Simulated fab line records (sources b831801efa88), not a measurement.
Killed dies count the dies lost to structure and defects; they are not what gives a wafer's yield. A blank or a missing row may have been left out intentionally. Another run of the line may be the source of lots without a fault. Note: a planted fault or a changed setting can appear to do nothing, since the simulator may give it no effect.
The tool behind it: which one?    flow gf180mcu    14 lots, 41 wafers sampled, at 6 steps of a route of 602

== WHAT THE GAUGES SHOWED, per wafer ==
GF_STI_THK_MEAS_04. Usual: STI_CVD_03_THK 208.2 nm, standard deviation 1.7.
lot   measured     on             STI_CVD_03_THK (nm)  flag
L302  day 1 13:34  film_metro-03  208.1 207.8 207.9    
L303  day 1 21:39  film_metro-01  209.1 208.2 208.4    
L305  day 2 09:30  film_metro-04  205.9 204.8 205.3    
L307  day 2 15:07  film_metro-04  209.8 208.4 207.5    
L308  day 2 20:09  film_metro-04  210.5 209.9 209.1    
L309  day 3 00:51  film_metro-04  207.4 209.1 208.3    
L310  day 3 06:38  film_metro-04  206.9 206.0 207.7    
L311  day 3 10:46  film_metro-04  209.2 207.9 208.8    
L314  day 4 01:34  film_metro-01  209.8 206.2 208.3    
L319  day 5 02:34  film_metro-01  207.7 206.9 206.8    
L320  day 5 07:34  film_metro-03  209.1 210.5          
L323  day 5 22:34  film_metro-04  207.7 207.7 207.0    
L324  day 6 04:33  film_metro-01  210.7 210.6 208.5    
L325  day 6 08:35  film_metro-03  207.7 208.2 208.5    

GF_NWELL_TW_MEAS_11. Usual: NWELL_TW 1563, standard deviation 9.5.
lot   measured     on             NWELL_TW        flag
L302  day 3 11:44  film_metro-02  1566 1582 1567  
L303  day 3 14:05  film_metro-02  1587 1569 1575  
L305  day 4 04:17  film_metro-04  1559 1561 1569  
L307  day 4 11:21  film_metro-02  1580 1571 1571  
L308  day 4 16:36  film_metro-03  1564 1559 1569  
L309  day 4 21:24  film_metro-04  1565 1568 1569  
L310  day 5 04:38  film_metro-03  1559 1549 1549  
L311  day 5 09:28  film_metro-04  1557 1565 1563  
L314  day 6 01:45  film_metro-04  1552 1559 1557  
L319  day 7 05:27  film_metro-03  1544 1557 1430  OFF
L320  day 7 10:23  film_metro-03  1559 1418       OFF
L323  day 8 01:31  film_metro-04  1566 1558 1561  
L324  day 8 07:54  film_metro-03  1569 1558 1563  
L325  day 8 13:33  film_metro-04  1564 1560 1555  

GF_VT_IMPLANT_RS_MEAS_47: a four-point-probe measurement. Usual: NWELL_RS 487.9 ohm/sq, standard deviation 1.5.
lot   measured      on             NWELL_RS (ohm/sq)  flag
L302  day 7 19:10   film_metro-04  490.2 489.4 490.3  
L303  day 7 22:20   film_metro-04  489.2 489.6 488.1  
L305  day 8 15:37   film_metro-03  489.9 488.4 489.4  
L307  day 8 23:03   film_metro-04  486.3 487.1 488.5  
L308  day 9 06:03   film_metro-02  488.1 488.1 487.9  
L309  day 9 12:13   film_metro-02  485.9 487.0 485.9  
L310  day 9 20:41   film_metro-04  487.7 489.4 488.9  
L311  day 10 02:41  film_metro-04  485.4 487.2 486.4  
L314  day 10 21:21  film_metro-04  487.3 488.2 488.3  
L319  day 12 07:44  film_metro-02  486.0 486.5 580.2  OFF
L320  day 12 14:35  film_metro-02  487.1 578.8        OFF
L323  day 13 11:47  film_metro-02  487.0 488.1 486.9  
L324  day 13 15:45  film_metro-02  487.2 488.0 488.1  
L325  day 13 23:34  film_metro-02  486.3 485.8 487.4  

GF_POLY_GATE_THK_MEAS_01. Usual: POLY_GATE_CVD_00_THK 199.5 nm, standard deviation 1.4.
lot   measured      on             POLY_GATE_CVD_00_THK (nm)  flag
L302  day 8 15:54   film_metro-01  198.5 198.0 199.9          
L303  day 8 20:01   film_metro-04  199.9 197.9 199.8          
L305  day 9 14:07   film_metro-01  200.4 198.2 198.7          
L307  day 9 20:45   film_metro-01  202.5 203.5 201.3          
L308  day 10 04:32  film_metro-04  201.6 200.6 200.7          
L309  day 10 13:32  film_metro-02  200.4 200.6 199.8          
L310  day 10 19:38  film_metro-04  201.2 201.2 200.3          
L311  day 11 02:06  film_metro-01  199.3 196.9 196.5          
L314  day 11 20:33  film_metro-04  198.8 197.4 199.7          
L319  day 13 09:39  film_metro-01  200.3 199.4 199.3          
L320  day 13 17:14  film_metro-01  197.9 199.0                
L323  day 14 14:05  film_metro-02  198.4 197.4 197.9          
L324  day 14 17:24  film_metro-04  199.7 197.7 198.2          
L325  day 15 01:55  film_metro-02  199.5 200.1 200.2          

GF_HV_LDD_OVL_MEAS_08. Usual: HV_LDD_OVL 0.8 nm, standard deviation 1.4.
lot   measured      on          HV_LDD_OVL (nm)  flag
L302  day 10 04:34  overlay-02  1.8 0.2 -0.2     
L303  day 10 08:49  overlay-02  -2.0 -0.9 -2.0   
L305  day 11 04:02  overlay-01  1.0 1.0 3.7      
L307  day 11 10:58  overlay-01  1.2 -1.6 0.9     
L308  day 11 17:21  overlay-02  2.4 3.9 2.8      
L309  day 12 03:23  overlay-01  -0.3 -0.4 -0.9   
L310  day 12 09:49  overlay-02  0.2 2.1 3.8      
L311  day 12 17:52  overlay-02  2.1 2.5 0.3      
L314  day 13 13:27  overlay-02  0.1 1.2 -1.4     
L319  day 15 06:04  overlay-01  -1.4 -0.1 -1.2   
L320  day 15 13:44  overlay-02  2.7 3.6          
L323  day 16 13:00  overlay-02  1.1 2.4 2.1      
L324  day 16 15:06  overlay-01  1.0 0.4 1.8      
L325  day 16 23:46  overlay-01  1.6 2.7 2.6      

== TOOL THAT RAN EACH LOT (tool first, then ch and the chambers of the sampled wafers, then the start) ==
lot   GF_NWELL_IMPLANT_08
L302  implanter-04 ch 0, day 3 11:20
L303  implanter-04 ch 0, day 3 13:41
L305  implanter-04 ch 0, day 4 03:54
L307  implanter-02 ch 0, day 4 10:57
L308  implanter-03 ch 0, day 4 16:12
L309  implanter-04 ch 0, day 4 21:00
L310  implanter-02 ch 0, day 5 04:15
L311  implanter-03 ch 0, day 5 09:04
L314  implanter-03 ch 0, day 6 01:21
L319  implanter-03 ch 0, day 7 05:03
L320  implanter-03 ch 0, day 7 09:59
L323  implanter-02 ch 0, day 8 01:07
L324  implanter-02 ch 0, day 8 07:30
L325  implanter-02 ch 0, day 8 13:11
- GF_NWELL_IMPLANT_08

== AS READ BY THE TOOLS THEMSELVES (means over the sampled wafers that have a number; for cases with no such wafer, the mark the record gives instead) ==
GF_NWELL_IMPLANT_08. Usual: dose_ions_cm2 1.5001e+13, standard deviation 1.5e+10.
lot   tool          dose_ions_cm2  flag
L302  implanter-04  1.5001e+13     
L303  implanter-04  1.5000e+13     
L305  implanter-04  1.4991e+13     
L307  implanter-02  1.4994e+13     
L308  implanter-03  1.5006e+13     
L309  implanter-04  1.5004e+13     
L310  implanter-02  1.4997e+13     
L311  implanter-03  1.4997e+13     
L314  implanter-03  1.4998e+13     
L319  implanter-03  1.4994e+13     
L320  implanter-03  1.5010e+13     
L323  implanter-02  1.4993e+13     
L324  implanter-02  1.4992e+13     
L325  implanter-02  1.5004e+13     

== THE ANSWER, worked out from the rows above alone ==
Rule: a lot counts as off when the mean over its wafers that have a number is more than 3 standard deviations away from the usual mean. A lot without any number at a reading at which 4 lots or more have one is off too. Where the step has rows for the other lots, those lots are counted as sound. The gauges are gone through in route order, then the tools' own readings, and for those a lot's mean is taken as printed above. The first step at which some lot is off is used, and at that step the reading that is off furthest; a lot without a number counts as furthest.
Off: L319, L320, at GF_NWELL_TW_MEAS_11 (NWELL_TW).
If a tool, at a process step before that reading, ran all the lots that are off and no sound lot after the first of them, it fits. Not tried: the gauges at GF_NWELL_TW_MEAS_11; whatever is off there is also off at GF_VT_IMPLANT_RS_MEAS_47, on other tools, and gauge error can't account for it. One fits: implanter-03 at GF_NWELL_IMPLANT_08. Its last sound lot is L314 (day 6 01:21), its first lot that is off L319 (day 7 05:03): a fault that began between those two fits.

== WHAT THE SIMULATOR HAD PUT IN ==
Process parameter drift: implanter-03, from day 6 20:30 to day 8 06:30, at GF_NWELL_IMPLANT_08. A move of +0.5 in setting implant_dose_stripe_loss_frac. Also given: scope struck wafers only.
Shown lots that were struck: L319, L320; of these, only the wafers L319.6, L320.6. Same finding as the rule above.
